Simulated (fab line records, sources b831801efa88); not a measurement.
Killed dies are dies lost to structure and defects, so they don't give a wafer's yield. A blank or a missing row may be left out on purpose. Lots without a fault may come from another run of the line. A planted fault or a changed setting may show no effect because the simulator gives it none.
A struck lot beside a sound one | flow sky130 | 15 steps out of a route of 708
Sound: wafers L832.1, L832.3, L832.4. Struck: wafers L845.1, L845.2, L845.3. The cause comes at the end.
At each step with rows: each side's tool, then ch and its chambers, then its first start. Under that, the readings that differ: sound wafers | struck wafers | difference of the means | sigmas: that difference in standard deviations of wafers without a fault.
alike: readings whose means differ by less than 2 such deviations, and words and numbers that are the same on both sides. not compared: withheld readings, readings that some wafer has no value for, bounds like >300 that may hide the same value, and numbers for which the record gives no deviation and whose values overlap.
The two part at a step that has a row with sigmas, a row that says differs or no value, or rows on one side only. Numbers that don't overlap but have no deviation are shown without sigmas and don't part them. A reading that every wafer of one side lacks parts them only if that side has two wafers or more.

first, 6 steps without rows for these wafers: SKY_GATE_OXIDE_HMDS_04 (prime time 60 s); SKY_GATE_OXIDE_COAT_05 (resist thk 1140 nm); SKY_GATE_OXIDE_SOFTBAKE_06 (time 60 s); SKY_GATE_OXIDE_EXPOSE_07 (exposes mask LVOM, target cd 600 nm); SKY_GATE_OXIDE_PEB_08; SKY_GATE_OXIDE_DEVELOP_09 (develop time 60 s).
SKY_GATE_OXIDE_OVL_MEAS_10:
  sound on overlay-02, day 16 23:26; struck on overlay-02, day 21 10:21
  reading             | sound       | struck         | difference | sigmas
  GATE_OXIDE_OVL (nm) | 2.8 2.1 2.6 | -1.2 -1.7 -1.4 | -3.9       | -3
then, 2 steps without rows for these wafers: SKY_GATE_OXIDE_IMPLANT_11; SKY_GATE_OXIDE_WET_ETCH_12 (etches SiO2 in dHF, target depth 16.8 nm, time 336 s).
SKY_GATE_OXIDE_STRIP_13: strips in O2/N2.
  sound on plasma_asher-03 ch 0,1, day 16 23:44; struck on plasma_asher-02 ch 0,1, day 21 10:45
  alike: drypump_motor_current_A, oes_product_au, strip_time_to_endpoint_s
  not compared: rf_hours_counter_h
SKY_GATE_OXIDE_TW_MEAS_14:
  sound on film_metro-01, day 16 23:50; struck on film_metro-01, day 21 10:51
  alike: GATE_OXIDE_TW
then, 1 step without rows for these wafers: SKY_GATE_OXIDE_CLEAN_15 (cleans in SC1/SC2, time 150 s).
SKY_GATE_OXIDE_OXIDATION_16: stabilise 600 s, purge 300 s, target thk 3.57 nm.
  sound on furnace-02 ch 0, day 16 23:56; struck on furnace-02 ch 0, day 21 10:58
  reading               | sound             | struck            | difference | sigmas
  spike_tc_bottom_C (C) | 819.5 818.5 817.0 | 807.5 806.7 808.4 | -10.8      | -6
  spike_tc_centre_C (C) | 802.8 800.6 802.8 | 787.1 788.9 788.3 | -14.0      | -13
  spike_tc_lower_C (C)  | 800.9 800.3 802.0 | 789.1 789.2 789.7 | -11.7      | -11
  spike_tc_top_C (C)    | 811.8 812.8 811.9 | 801.8 802.3 800.3 | -10.7      | -5
  spike_tc_upper_C (C)  | 799.7 800.2 800.7 | 788.5 788.8 788.6 | -11.6      | -11
  alike: zone_power_lower_pct
  not compared: model.SiO2_of_GATE_OXIDE_OXIDATION_01.thk_nm
then, 1 step without rows for these wafers: SKY_POLY_GATE_CVD_00 (deposits poly-Si, target thk 180 nm, time 720 s).
-- the record jumps here: 29 days lie between the struck wafers' starts before and after (it left off in module POLY_GATE and takes up again in module PAD_OPEN, whose first step shown is number 708 of the route) --
SKY_PAD_OPEN_PROBE_99:
  sound on prober-02, day 48 00:15; struck on prober-01, day 50 17:02
  reading                                   | sound             | struck            | difference | sigmas
  model.etest.pfet_01v8.r_on_ohm_um         | 2898 2953 2894    | 2861 2814 2825    | -82        |
  model.etest.nfet_01v8_lvt.drive_ua_um     | 578.7 580.3 573.1 | 603.6 613.1 606.1 | +30.2      |
  model.etest.nfet_01v8_swapped.drive_ua_um | 506.7 506.8 503.6 | 530.7 540.2 531.5 | +28.4      |
  model.etest.nfet_01v8_turned.drive_ua_um  | 506.1 505.4 505.6 | 532.1 536.4 531.3 | +27.6      |
  model.etest.nfet_01v8.drive_ua_um         | 506.8 501.4 502.2 | 532.5 543.9 531.5 | +32.5      |
  model.etest.nfet_01v8.r_on_ohm_um         | 829.7 839.9 838.8 | 825.2 800.5 812.5 | -23.4      |
  alike: killed_at_M0_to_M3, killed_at_M4_up, killed_at_contacts, killed_at_front_end, killed_at_other, killed_dies, killed_open, killed_short
  not compared: model.etest.sram_nfet_pass.drive_ua_um, model.etest.nfet_g5v0d10v5.drive_ua_um

WHERE THEY PART
First at SKY_GATE_OXIDE_OVL_MEAS_10; last, within this record, at SKY_GATE_OXIDE_OXIDATION_16. Later steps at which nothing parts them and some readings are alike: SKY_PAD_OPEN_PROBE_99.

WHY: what the simulator had put in
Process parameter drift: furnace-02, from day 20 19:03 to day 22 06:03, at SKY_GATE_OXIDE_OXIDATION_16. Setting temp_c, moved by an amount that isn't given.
